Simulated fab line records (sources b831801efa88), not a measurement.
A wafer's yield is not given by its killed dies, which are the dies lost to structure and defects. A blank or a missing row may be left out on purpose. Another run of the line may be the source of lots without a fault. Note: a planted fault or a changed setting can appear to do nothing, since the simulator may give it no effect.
The same fault as seen by 2 desks || flow gf180mcu || only its own numbers are on each desk; what lay behind them is given at the end

== DESK OF THE TOOL OWNER: cvd-w-02 ==
The tool's own readings at GF_V3_CVD_23 (deposits W, target thk 350 nm, time 104.9 s): means of the sampled wafers that have a number, for each lot that ran on this tool. Marked OUT: a lot whose mean sits more than 4 standard deviations from the usual mean, which makes it out of limits; the brackets give that distance.
Columns: A = chamber-pressure-Torr at GF_V3_CVD_23, usual 40.00 Torr; B = heater-power-outer-w at GF_V3_CVD_23, usual 530 W; C = heater-power-w at GF_V3_CVD_23, usual 881 W; D = susceptor-temp-C at GF_V3_CVD_23, usual 400.00 C
{"lot": "L504", "first seen here": "day 23 01:43", "A": 39.97, "B": 559, "C": 916, "D": 399.93}
{"lot": "L508", "first seen here": "day 24 12:40", "A": 39.89, "B": 551, "C": 927, "D": 399.97}
{"lot": "L510", "first seen here": "day 25 09:10", "A": 39.97, "B": 547, "C": 924, "D": 400.10}
{"lot": "L512", "first seen here": "day 26 07:33", "A": 40.07, "B": 492, "C": 845, "D": 400.10}
{"lot": "L514", "first seen here": "day 27 11:56", "A": 40.00, "B": 640, "C": 1084, "D": "440.32 (+99 or more) OUT"}
{"lot": "L515", "first seen here": "day 27 18:31", "A": 39.99, "B": 712, "C": 1169, "D": "440.36 (+99 or more) OUT"}
{"lot": "L517", "first seen here": "day 28 00:33", "A": 40.01, "B": 640, "C": 1071, "D": "440.75 (+99 or more) OUT"}
Finding of this desk: L514, L515, L517 out of limits; the first was L514 at day 27 11:56, on susceptor-temp-C at GF_V3_CVD_23. L504, L508, L510, L512 stayed within limits.

== METROLOGY DESK ==
What the gauges read for every lot (on any tool): the sampled wafers with a number, averaged. Marked OUT: a lot whose mean sits more than 4 standard deviations from the usual mean, which makes it out of limits; the brackets give that distance.
Columns: A = V3_W_RS at GF_V3_RS_MEAS_24, usual 0.329 ohm/sq
{"lot": "L502", "first seen here": "day 22 09:18", "A": 0.327}
{"lot": "L503", "first seen here": "day 22 18:41", "A": 0.328}
{"lot": "L504", "first seen here": "day 23 01:50", "A": 0.324}
{"lot": "L506", "first seen here": "day 24 01:08", "A": 0.333}
{"lot": "L508", "first seen here": "day 24 12:47", "A": 0.325}
{"lot": "L510", "first seen here": "day 25 09:17", "A": 0.338}
{"lot": "L511", "first seen here": "day 25 17:59", "A": 0.333}
{"lot": "L512", "first seen here": "day 26 07:40", "A": 0.326}
{"lot": "L514", "first seen here": "day 27 12:03", "A": "0.194 (-28) OUT"}
{"lot": "L515", "first seen here": "day 27 18:37", "A": "0.193 (-28) OUT"}
{"lot": "L517", "first seen here": "day 28 00:41", "A": "0.193 (-28) OUT"}
{"lot": "L521", "first seen here": "day 29 06:26", "A": 0.329}
{"lot": "L525", "first seen here": "day 29 23:22", "A": 0.331}
This desk finds L514, L515, L517 out of limits, with the earliest case on L514 at day 27 12:03 (V3_W_RS at GF_V3_RS_MEAS_24). L502, L503, L504, L506, L508, L510, L511, L512, L521, L525 stayed within limits.

== PUT TOGETHER ==
An alarm could have come from the tool owner's desk at day 27 11:56, on L514, L515, L517.
L514, L515, L517 would have let the metrology desk raise an alarm at day 27 12:03.
Every lot named ran GF_V3_CVD_23 on cvd-w-02.

== WHAT THE SIMULATOR HAD PUT IN ==
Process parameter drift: cvd-w-02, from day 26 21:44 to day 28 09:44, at GF_V3_CVD_23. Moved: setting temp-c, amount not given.
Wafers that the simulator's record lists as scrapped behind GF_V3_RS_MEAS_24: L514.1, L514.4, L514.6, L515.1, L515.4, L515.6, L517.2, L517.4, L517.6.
Lots struck among those shown: L514, L515, L517.
Fault start to first reading out of limits, in hours, per desk: tool owner, 14; metrology, 14.
